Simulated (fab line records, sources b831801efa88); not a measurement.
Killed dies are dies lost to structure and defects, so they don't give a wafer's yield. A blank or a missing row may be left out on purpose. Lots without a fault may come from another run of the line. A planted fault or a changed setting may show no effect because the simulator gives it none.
Chamber matching | flow gf180mcu | GF_V2_CVD_02 on pecvd-02: 3 sister chambers
The step deposits SiO2 from TEOS, target thk 850 nm, time 94.851 s. 6 wafers are shown with their chamber, then 7 later ones without.

WAFERS WITH THEIR CHAMBER
wafer  | chamber | heater_power_w (W)
L079.4 | 0       | 1028
L081.6 | 2       | 574
L085.5 | 0       | 939
L085.6 | 1       | 555
L088.1 | 1       | 464
L088.3 | 2       | 667

WAFERS WITHOUT THEIR CHAMBER
wafer  | heater_power_w (W)
L088.6 | 959
L090.3 | 693
L090.4 | 720
L090.5 | 966
L093.2 | 881
L093.5 | 568
L093.6 | 594

WHICH CHAMBER EACH WENT THROUGH
wafer  | from the rows above     | in truth
L088.6 | 0                       | 0
L090.3 | can't be placed: 2 or 1 | 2
L090.4 | can't be placed: 2 or 1 | 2
L090.5 | 0                       | 0
L093.2 | 0                       | 0
L093.5 | can't be placed: 2 or 1 | 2
L093.6 | can't be placed: 2 or 1 | 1
Placed correctly: 3 of 7. Can't be placed from these rows: 4 (the true chamber is among the candidates in 4). Placed wrongly: 0.
How it was worked out, from the rows above alone: a wafer's distance from a chamber is the root of the sum, over the readings, of the square of ((its reading less the chamber's mean) divided by the reading's scatter). The wafer belongs to the nearest chamber; if the next one is less than 2 further off, it can't be placed. A chamber's mean is the mean of its shown wafers. The scatter: the root of (the sum of the squares of (reading less its chamber's mean) over the shown wafers, divided by (wafers less chambers)).
